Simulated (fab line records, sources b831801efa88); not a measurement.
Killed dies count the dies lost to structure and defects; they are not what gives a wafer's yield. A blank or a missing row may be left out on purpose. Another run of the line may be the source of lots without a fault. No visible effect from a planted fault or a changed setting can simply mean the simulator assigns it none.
Which tool was responsible? | flow sky130 | route of 708 steps, sampled at 1 step: 6 lots, 18 wafers

== WHAT THE GAUGES SHOWED, per wafer ==
SKY_FIELD_ISO_CD_MEAS_13: the cd target is 150 nm.
lot  | measured    | on        | cd nm (nm)
L489 | day 3 09:20 | cd sem-02 | 148.6 149.7 150.5
L493 | day 4 03:55 | cd sem-02 | 147.9 148.8 148.2
L495 | day 4 15:28 | cd sem-02 | 149.8 150.0 150.4
L497 | day 5 01:17 | cd sem-01 | 153.0 152.0 152.6
L505 | day 6 18:52 | cd sem-02 | 150.6 150.6 149.3
L507 | day 7 04:01 | cd sem-02 | 146.9 148.0 147.2

== WHAT TOOL EACH LOT RAN ON (gives the tool, then ch and the chambers of the sampled wafers, and finally the start) ==
There is no process step in the record ahead of these readings.

== THE ANSWER, worked out from the rows above alone ==
Rule: usual is defined by the lots themselves. Put in order of their means at a reading, lots are off if they are a third of the lots or fewer, leave a main group of 4 or more, and stand apart from it by a gap of 3 or more times the standard deviation of the main group's means; of several such gaps the widest counts. A main group is skipped when, at the precision printed for the reading in the tables above, its means are all equal. Also off: a lot with no number at a reading for which 4 or more lots have one. Where the step has rows for the other lots, those lots are counted as sound.
No lot is off on any of the readings shown, so nothing can be concluded from this.

== WHAT THE SIMULATOR HAD PUT IN ==
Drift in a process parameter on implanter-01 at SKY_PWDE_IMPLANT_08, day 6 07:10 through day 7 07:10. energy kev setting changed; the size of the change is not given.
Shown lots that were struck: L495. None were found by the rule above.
